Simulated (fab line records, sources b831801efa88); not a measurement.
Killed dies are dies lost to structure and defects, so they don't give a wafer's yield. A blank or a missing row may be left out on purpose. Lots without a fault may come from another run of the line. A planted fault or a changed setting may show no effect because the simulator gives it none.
fab line records | flow sfq_line
record lots=13 wafers=39 last_day=77
route steps=325 shown L0@4 I0@43 I1@86
lots that met no fault: from a run of the same line without faults
start_h: hours from the record's first day to the start of the lot's first wafer shown | wait_h: hours since the lot's step before | " the same as in the row above | L1.1+2: a row that stands for several wafers | - no value, or no start given | * or withheld: withheld | < > ~ a bound
route shown NAME@n: a module of which the file shows steps, and the number in the route of the first | usual: mean/standard deviation of fault-free wafers | same: alike in all rows | chamber/n: place in a boat | sites: the reading at each site | _std_site: their standard deviation | _edge_site: outer sites' mean less inner sites' | radius_mm: how far each site lies from the wafer's centre | mask NAME#n: copy n | behind: the tool/chamber that last shaped the wafer | hold: why the lot was held/for how many hours/how that ended | device: the transistor (n, p or np) that didn't switch | end of line: the same wafers' tests at the end of the route | a step without rows: its recipe alone | killed: dies lost to structure and defects at the first sort, not the wafer's yield | map: a wafer's dies, x killed, . not, _ none there
set.NAME: the setting as run; set.NAME@STEP: as run at that earlier step | model.NAME: the simulator's own value behind a step, which no gauge read
steps of the route over a sample of lots; a table a step, a row a wafer
services: from which hour (start_h, from the record's first day; less than 0 if before it) a tool's chamber was out of use, for how many hours, and why
## steps
# step SFQ_L0_RS_MEAS_901
# recipe thk_meas_gauge=four-point-probe reads=MoNx_KI_of_TRILAYER_L0_DEP_SPUTTER_003
# usual L0_MONX_KI_RS=43.5/0.55
# columns lot.wafer tool chamber start_h wait_h L0_MONX_KI_RS[ohm/sq]
L166.1 film_metro-01 - 12.56 0.0 43.4
L166.2 " - " " 42.9
L166.6 " - " " 42.9
L167.2 film_metro-02 - 17.58 0.1 43.2
L167.3 " - " " 43.9
L167.6 " - " " 43.3
L169.1 film_metro-01 - 27.56 0.0 43.7
L169.2 " - " " 44.3
L169.3 " - " " 44.0
L171.1 film_metro-01 - 37.56 0.0 43.2
L171.3 " - " " 43.6
L171.6 " - " " 43.8
L172.1 film_metro-04 - 42.56 0.0 44.0
L172.4 " - " " 44.5
L172.5 " - " " 44.1
L173.3 film_metro-04 - 47.60 0.1 43.7
L173.5 " - " " 44.1
L173.6 " - " " 43.2
L175.1 film_metro-02 - 57.56 0.0 43.7
L175.2 " - " " 43.2
L175.6 " - " " 42.9
L176.3 film_metro-04 - 62.60 0.1 43.3
L176.4 " - " " 43.4
L176.6 " - " " 43.6
L177.1 film_metro-04 - 67.56 0.0 43.3
L177.3 " - " " 42.9
L177.5 " - " " 43.6
L180.1 film_metro-04 - 82.56 0.0 43.9
L180.3 " - " " 43.3
L180.4 " - " " 43.2
L181.3 film_metro-02 - 87.60 0.1 43.5
L181.4 " - " " 42.9
L181.6 " - " " 43.3
L182.1 film_metro-02 - 92.56 0.0 43.6
L182.3 " - " " 42.9
L182.6 " - " " 43.4
L184.1 film_metro-01 - 102.56 0.0 44.1
L184.2 " - " " 43.9
L184.4 " - " " 43.1
# step SFQ_TRILAYER_I0_DEP_PECVD_027
# recipe material=SiO2 temp_c=150 time_s=111.11 pressure_torr=2.4 rf_w=183.3 precursor=SiH4/N2O target_thk_nm=500
# usual chamber_pressure_Torr=2.400/0.0044 heater_power_outer_w=26/7.2 heater_power_w=77/14 throttle_valve_pct=25.0/1.7
# columns lot.wafer tool chamber start_h wait_h chamber_pressure_Torr heater_power_outer_w heater_power_w throttle_valve_pct
L166.1 pecvd-04 1 177.98 0.0 2.399 28 77 23.7
L166.2 " 0 " " 2.398 30 86 26.2
L166.6 " 2 " " 2.400 31 96 24.8
L167.2 pecvd-02 0 180.38 0.0 2.395 13 47 26.5
L167.3 " 2 " " 2.396 27 73 24.9
L167.6 " 2 " " 2.400 29 76 24.6
L169.1 pecvd-04 2 195.87 0.0 2.392 23 86 24.8
L169.2 " 0 " " 2.399 25 80 26.1
L169.3 " 1 " " 2.397 31 78 23.8
L171.1 pecvd-04 0 212.67 0.0 2.395 34 90 26.2
L171.3 " 1 " " 2.398 29 75 23.7
L171.6 " 2 " " 2.398 31 96 25.0
L172.1 pecvd-03 2 217.27 0.0 2.398 26 76 28.6
L172.4 " 2 " " 2.399 15 62 28.9
L172.5 " 0 " " 2.401 30 86 23.2
L173.3 pecvd-03 1 222.07 0.0 2.392 38 96 26.9
L173.5 " 0 " " 2.398 27 80 23.2
L173.6 " 1 " " 2.396 41 98 26.9
L175.1 pecvd-02 1 232.87 0.0 2.402 18 63 24.3
L175.2 " 2 " " 2.395 18 58 23.4
L175.6 " 1 " " 2.399 20 68 24.3
L176.3 pecvd-04 1 243.67 0.0 2.396 29 77 23.8
L176.4 " 2 " " 2.407 23 84 24.8
L176.6 " 1 " " 2.398 30 79 23.7
L177.1 pecvd-04 1 249.67 0.0 2.405 20 66 23.8
L177.3 " 0 " " 2.401 32 89 26.1
L177.5 " 2 " " 2.403 29 94 25.3
L180.1 pecvd-02 1 265.27 0.0 2.401 22 71 23.9
L180.3 " 2 " " 2.398 24 66 23.5
L180.4 " 1 " " 2.405 12 55 24.1
L181.3 pecvd-02 1 273.22 0.0 2.396 17 63 24.3
L181.4 " 0 " " 2.405 15 52 22.9
L181.6 " 1 " " 2.404 19 65 24.4
L182.1 pecvd-03 0 282.82 0.0 2.399 23 74 23.3
L182.3 " 1 " " 2.402 41 99 27.2
L182.6 " 0 " " 2.401 26 78 23.2
L184.1 pecvd-04 0 297.22 0.0 2.401 32 89 26.4
L184.2 " 1 " " 2.400 27 72 23.7
L184.4 " 0 " " 2.396 33 91 26.2
# step SFQ_TRILAYER_I0_CMP_CMP_028
# recipe material=SiO2 down_force_psi=3 platen_rpm=60 pad_velocity_m_s=0.94248
# usual motor_current_A=10.7/1 time_to_endpoint_s=211/8.2
# columns lot.wafer tool chamber start_h wait_h motor_current_A time_to_endpoint_s
L166.1 cmp-02 3 181.44 3.4 10.7 197
L166.2 " 0 " " 10.0 200
L166.6 " 3 183.44 5.4 10.4 192
L167.2 cmp-02 1 187.44 7.0 9.2 218
L167.3 " 0 188.94 8.5 10.2 215
L167.6 " 1 " " 9.3 222
L169.3 cmp-01 1 203.54 7.6 12.9 212
L169.1 " 2 " " 11.2 203
L169.2 " 0 205.04 9.1 10.7 211
L171.3 cmp-01 0 222.04 9.3 10.8 207
L171.1 " 1 " " 12.9 211
L171.6 " 0 224.04 11.3 10.5 211
L172.1 cmp-01 0 225.54 8.2 10.6 210
L172.4 " 1 " " 12.8 216
L172.5 " 3 227.04 9.7 11.3 221
L173.3 cmp-02 3 230.24 8.1 10.8 198
L173.5 " 1 231.24 9.1 9.3 215
L173.6 " 2 " " 9.8 223
L175.1 cmp-02 3 245.24 12.3 10.8 203
L175.2 " 0 " " 10.1 220
L175.6 " 1 " " 9.4 218
L176.3 cmp-02 3 253.74 10.0 10.9 195
L176.4 " 0 " " 9.7 220
L176.6 " 3 255.74 12.0 10.7 204
L177.3 cmp-01 3 259.04 9.3 11.2 210
L177.1 " 0 " " 10.4 213
L177.5 " 3 261.04 11.3 11.3 233
L180.1 cmp-02 0 265.35 0.0 10.3 279
L180.4 " 2 266.35 1.0 9.6 220
L180.3 " 3 " " 11.7 275
L181.3 cmp-01 2 279.54 6.3 10.9 211
L181.4 " 0 280.54 7.2 9.9 221
L181.6 " 3 282.04 8.7 11.0 230
L182.1 cmp-01 2 288.54 5.7 11.2 208
L182.3 " 0 289.54 6.7 11.0 212
L182.6 " 2 290.54 7.6 10.9 210
L184.1 cmp-01 2 298.04 0.8 11.1 202
L184.2 " 3 " " 11.1 213
L184.4 " 0 " " 10.4 213
# step SFQ_TRILAYER_I0_METRO_MEASURE_029
# usual thk_nm=199.5/1.4
# columns lot.wafer tool chamber start_h wait_h thk_nm
L166.1 film_metro-03 - 184.56 0.1 199.5
L166.2 " - " " 201.1
L166.6 " - " " 198.5
L167.2 film_metro-04 - 190.76 0.3 200.0
L167.3 " - " " 199.6
L167.6 " - " " 199.3
L169.1 film_metro-03 - 206.66 0.1 197.3
L169.2 " - " " 200.1
L169.3 " - " " 201.2
L171.1 film_metro-04 - 224.66 0.1 199.6
L171.3 " - " " 200.0
L171.6 " - " " 199.4
L172.1 film_metro-01 - 227.66 0.1 199.9
L172.4 " - " " 201.0
L172.5 " - " " 199.6
L173.3 film_metro-04 - 232.76 0.5 197.0
L173.5 " - " " 198.6
L173.6 " - " " 199.1
L175.1 film_metro-04 - 247.36 0.1 198.8
L175.2 " - " " 201.4
L175.6 " - " " 200.3
L176.3 film_metro-03 - 256.76 0.5 199.2
L176.4 " - " " 199.0
L176.6 " - " " 197.6
L177.1 film_metro-01 - 261.66 0.1 201.4
L177.3 " - " " 201.2
L177.5 " - " " 200.0
L180.1 film_metro-01 - 268.47 0.1 301.9
L180.3 " - " " 299.3
L180.4 " - " " 198.1
L181.3 film_metro-04 - 283.06 0.5 199.0
L181.4 " - " " 200.3
L181.6 " - " " 199.6
L182.1 film_metro-04 - 291.66 0.1 198.9
L182.3 " - " " 199.5
L182.6 " - " " 198.1
L184.1 film_metro-04 - 300.66 0.1 198.9
L184.2 " - " " 200.9
L184.4 " - " " 200.9
# step SFQ_TRILAYER_I0_VIA_ETCH_VIA_ETCH_034
# recipe target=SiO2 stop_on=Nb mask_material=PR taper_deg=20 chemistry=CHF3 target_depth_nm=260 source_w=500 bias_w=80 pressure_mtorr=30 time_s=withheld
# usual chamber_pressure_mTorr=29.996/0.027 drypump_motor_current_A=5.9/0.54 oes_product_au=0.853/0.0057
# columns lot.wafer tool chamber start_h wait_h chamber_pressure_mTorr drypump_motor_current_A oes_product_au
L166.1 rie_diel-04 1 227.97 0.0 29.983 5.6 0.850
L166.2 " 2 " " 30.011 6.7 0.852
L166.6 " 3 " " 30.006 5.7 0.858
L167.2 rie_diel-03 1 231.57 0.0 29.978 6.3 0.856
L167.3 " 0 " " 30.032 6.3 0.846
L167.6 " 0 " " 29.983 6.3 0.851
L169.1 rie_diel-03 0 247.17 0.0 30.002 6.3 0.844
L169.2 " 1 " " 29.994 6.3 0.854
L169.3 " 3 " " 29.970 4.9 0.862
L171.1 rie_diel-01 2 283.40 0.0 30.017 6.3 0.848
L171.3 " 0 " " 29.924 4.9 0.859
L171.6 " 2 " " 30.012 6.3 0.858
L172.1 rie_diel-04 1 285.56 0.0 30.012 5.7 0.849
L172.4 " 0 " " 30.015 6.2 0.860
L172.5 " 0 " " 29.969 6.2 0.855
L173.3 rie_diel-03 2 291.80 0.0 30.041 6.3 0.849
L173.5 " 2 " " 29.984 6.3 0.852
L173.6 " 3 " " 30.014 4.9 0.857
L175.1 rie_diel-04 3 309.56 0.0 29.977 5.7 0.862
L175.2 " 1 " " 30.018 5.6 0.854
L175.6 " 1 " " 29.987 5.6 0.856
L176.3 rie_diel-04 2 314.36 0.0 29.998 6.7 0.854
L176.4 " 1 " " 30.028 5.7 0.854
L176.6 " 0 " " 29.987 6.2 0.849
L177.1 rie_diel-03 3 319.16 0.0 29.991 4.9 0.855
L177.3 " 0 " " 29.974 6.2 0.855
L177.5 " 3 " " 30.003 4.9 0.860
L180.1 rie_diel-04 1 328.76 0.0 30.025 5.7 0.999
L180.3 " 0 " " 29.958 6.2 1.005
L180.4 " 2 " " 30.027 6.7 0.852
L181.3 rie_diel-04 0 343.06 0.0 29.977 6.2 0.851
L181.4 " 1 " " 30.011 5.7 0.860
L181.6 " 0 " " 30.008 6.2 0.855
L182.1 rie_diel-03 0 353.86 0.0 29.940 6.3 0.852
L182.3 " 2 " " 29.964 6.2 0.854
L182.6 " 1 " " 29.976 6.3 0.849
L184.1 rie_diel-03 2 364.66 0.0 30.004 6.3 0.847
L184.2 " 3 " " 29.962 4.9 0.856
L184.4 " 0 " " 29.956 6.3 0.857
# step SFQ_TRILAYER_I1_VIA_STRIP_STRIP_053
# recipe gas=O2 power_w=200 platen_temp_c=40 overash_fraction=0.65 chemistry=O2 pressure_mtorr=50
# usual chamber_pressure_mTorr=50.00/0.045 drypump_motor_current_A=5.9/0.36 oes_product_au=0.995/0.007
# columns lot.wafer tool chamber start_h wait_h chamber_pressure_mTorr drypump_motor_current_A oes_product_au rf_hours_counter_h
L166.1 rie_metal-03 0 378.89 - 49.99 5.9 0.994 54
L166.2 " 1 " " 49.93 6.6 0.998 13
L166.6 " 1 " " 50.04 6.6 1.011 -
L167.2 rie_metal-02 0 382.49 - 50.06 5.5 0.993 150
L167.3 " 0 " " 49.90 5.5 1.004 -
L167.6 " 0 " " 49.96 5.5 0.996 -
L169.1 rie_metal-03 1 405.09 - 49.97 6.6 1.007 19
L169.2 " 0 " " 49.98 5.9 1.005 60
L169.3 " 1 " " 49.95 6.6 1.008 -
L171.1 rie_metal-02 1 438.24 - 49.97 5.8 1.001 65
L171.3 " 0 " " 50.05 5.6 0.979 -
L171.6 " 1 " " 49.96 5.8 0.992 -
L172.1 rie_metal-02 1 443.04 - 50.01 5.8 0.987 66
L172.4 " 0 " " 49.97 5.6 0.996 -
L172.5 " 1 " " 49.96 5.8 0.997 -
L173.3 rie_metal-01 0 450.44 - 49.98 6.2 0.984 -
L173.5 " 1 " " 49.96 6.4 0.995 -
L173.6 " 0 " " 49.98 6.2 0.993 -
L175.1 rie_metal-03 1 469.44 - 50.06 6.6 0.986 30
L175.2 " 0 " " 50.10 5.9 1.004 72
L175.6 " 0 " " 50.10 5.9 1.007 -
L176.3 rie_metal-02 1 475.64 - 49.95 5.8 0.999 -
L176.4 " 0 " " 49.92 5.5 0.994 -
L176.6 " 0 " " 50.10 5.5 0.992 -
L177.1 rie_metal-02 1 482.64 - 49.99 5.8 1.000 73
L177.3 " 1 " " 50.01 5.8 0.997 -
L177.5 " 0 " " 50.01 5.6 0.991 -
L180.1 rie_metal-02 1 500.74 - 49.84 5.8 1.003 76
L180.3 " 1 " " 49.94 5.8 1.007 -
L180.4 " 0 " " 50.02 5.5 0.989 -
L181.3 rie_metal-02 1 511.94 - 49.97 5.7 0.991 -
L181.4 " 1 " " 49.92 5.8 0.997 -
L181.6 " 1 " " 50.02 5.7 0.996 -
L182.1 rie_metal-02 1 523.54 - 49.98 5.8 0.992 82
L182.3 " 1 " " 50.01 5.7 0.992 -
L182.6 " 1 " " 50.02 5.7 0.991 -
L184.1 rie_metal-02 0 535.70 - 49.98 5.6 0.993 2
L184.2 " 1 " " 50.02 5.8 0.997 84
L184.4 " 0 " " 50.01 5.6 0.993 -
## services
# columns tool chamber start_h hours kind
rie_diel-03 2 156.35 3.6 repair
rie_diel-04 - 172.84 0.5 repair
cmp-01 - 176.22 8.9 pm
film_metro-04 - 184.68 0.6 pm
cmp-01 - 184.74 6.8 repair
film_metro-04 - 216.73 3.3 repair
cmp-01 - 235.18 0.5 repair
cmp-01 - 236.54 4.0 pm
film_metro-04 - 262.41 0.5 pm
cmp-01 - 269.24 0.3 repair
cmp-01 - 305.64 0.8 repair
film_metro-04 - 313.86 0.6 pm
film_metro-04 - 320.77 2.0 pm
cmp-01 - 330.94 10.2 pm
rie_metal-02 - 384.48 4.3 pm
cmp-01 - 392.29 2.0 repair
cmp-01 - 411.16 1.0 repair
rie_metal-02 - 415.13 0.5 repair
film_metro-04 - 429.68 0.6 pm
film_metro-04 - 440.26 0.6 pm
cmp-01 - 441.61 4.2 pm
cmp-01 - 473.27 0.3 repair
film_metro-04 - 507.41 1.1 pm
cmp-01 - 527.79 2.2 repair
## key
first_sign step=SFQ_TRILAYER_I0_CMP_CMP_028 reading=time_to_endpoint_s direction=up sigmas=8 usual=* struck=*
effect step=SFQ_TRILAYER_I0_METRO_MEASURE_029 reading=thk_nm direction=up sigmas=74 usual=199.5 struck=300.6
effect step=SFQ_TRILAYER_I0_VIA_ETCH_VIA_ETCH_034 reading=oes_product_au direction=up sigmas=26 usual=0.853 struck=1.002
met_at SFQ_TRILAYER_I0_CMP_CMP_028
struck_lots L180
struck_wafers L180.1,L180.3
not_acting_at SFQ_L0_RS_MEAS_901,SFQ_TRILAYER_I0_DEP_PECVD_027,SFQ_TRILAYER_I1_VIA_STRIP_STRIP_053
onset_between 253.74 265.35
fault kind=process_parameter_drift tool=cmp-02 chamber=- onset_h=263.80 steps=SFQ_TRILAYER_I0_CMP_CMP_028 channel=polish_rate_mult offset=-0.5 shape=step end_h=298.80 scope=struck_wafers_only
